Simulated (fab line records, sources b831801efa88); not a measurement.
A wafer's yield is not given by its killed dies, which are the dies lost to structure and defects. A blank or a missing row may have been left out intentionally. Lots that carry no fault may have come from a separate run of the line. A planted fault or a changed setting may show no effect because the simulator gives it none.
Comparing a struck lot with a sound one    flow sky130    30 out of 708 route steps
Sound: these wafers, L618.1, L618.2, L618.5. Struck: wafers L631.2, L631.3, L631.4. Last of all comes the cause.
At each step with rows: each side's tool, then ch and its chambers, then its first start. Under that, the readings that differ: sound wafers    struck wafers    difference of the means    sigmas: that difference in standard deviations of wafers without a fault.
alike: same words and numbers on both sides, and readings whose means sit less than 2 such deviations apart. not compared: any withheld reading, any reading some wafer has no value for, any bound like >300 that may hide the same value, and any number with overlapping values for which the record gives no deviation.
Wherever a step has rows on one side only, a row that says differs or no value, or a row with sigmas, the two part there. Non-overlapping numbers with no deviation appear without sigmas and do not part them. A reading missing from all wafers of one side parts the sides only when that side holds two or more wafers.

first, 9 steps without rows for these wafers: SKY_SD_P_EXPOSE_04 (exposes mask PSDM, target cd 380 nm); SKY_SD_P_PEB_05; SKY_SD_P_DEVELOP_06 (develop time 60 s); SKY_SD_P_IMPLANT_09; SKY_SD_P_STRIP_10 (strips in O2/N2); SKY_RES_XHIGH_DEHYDRATE_00 (time 60 s); SKY_RES_XHIGH_HMDS_01 (prime time 60 s); SKY_RES_XHIGH_COAT_02 (resist thk 1140 nm); SKY_RES_XHIGH_SOFTBAKE_03 (time 60 s).
SKY_RES_XHIGH_EXPOSE_04: exposes mask URPM, target cd 1270 nm.
  sound on iline stepper-01 ch 0, day 26 23:29; struck on iline stepper-01 ch 0, day 31 06:38
reading                            sound                    struck       difference  sigmas
model.RES_XHIGH.overlay x nm (nm)  -0.3904 -0.3904 -0.3904  230 230 230  +230        
  alike: mask
then, 19 steps without rows for these wafers: SKY_RES_XHIGH_PEB_05; SKY_RES_XHIGH_DEVELOP_06 (develop time 60 s); SKY_RES_XHIGH_IMPLANT_07; SKY_RES_XHIGH_STRIP_08 (strips in O2/N2); SKY_SD_N_DEHYDRATE_00 (time 60 s); SKY_SD_N_HMDS_01 (prime time 60 s); SKY_SD_N_COAT_02 (resist thk 1140 nm); SKY_SD_N_SOFTBAKE_03 (time 60 s); SKY_SD_N_EXPOSE_04 (exposes mask NSDM, target cd 380 nm); SKY_SD_N_PEB_05; SKY_SD_N_DEVELOP_06 (develop time 60 s); SKY_SD_N_IMPLANT_09; SKY_SD_N_IMPLANT_10; SKY_SD_N_STRIP_11 (strips in O2/N2); SKY_SD_N_CLEAN_13 (cleans in SC1/SC2, time 150 s); SKY_SD_N_RTA_14 (time 2 s); SKY_SALICIDE_CLEAN_00 (cleans in HF-last, time 30 s); SKY_LI_CONTACT_HDPCVD_00 (deposits PSG, target thk 930 nm, time 155 s); SKY_LI_CONTACT_CMP_02 (polishes PSG).
-- record jumps: 18 days separate the struck wafers' starts on either side; left off in module LI_CONTACT, taken up again in module PAD_OPEN, whose first shown step is the route's number 708 --
SKY_PAD_OPEN_PROBE_99:
  sound on prober-01, day 46 10:52; struck on prober-02, day 49 09:13
reading                                 sound            struck             difference  sigmas
killed at other                         0 0 0            6 5 5              +5          +10
model.etest.res xhigh po.line ohm um    5854 5378 5736   5896 6265 6144     +446        
model.etest.res xhigh po.width nm (nm)  351 351.5 351.3  320.3 320.4 319.1  -31.3       
  alike: killed_at_M0_to_M3, killed_at_M4_up, killed at contacts, killed at front end, killed dies, killed open, killed short

== WHERE THEY PART ==
Within this record, at SKY_PAD_OPEN_PROBE_99 only.

WHY: whatever the simulator had introduced
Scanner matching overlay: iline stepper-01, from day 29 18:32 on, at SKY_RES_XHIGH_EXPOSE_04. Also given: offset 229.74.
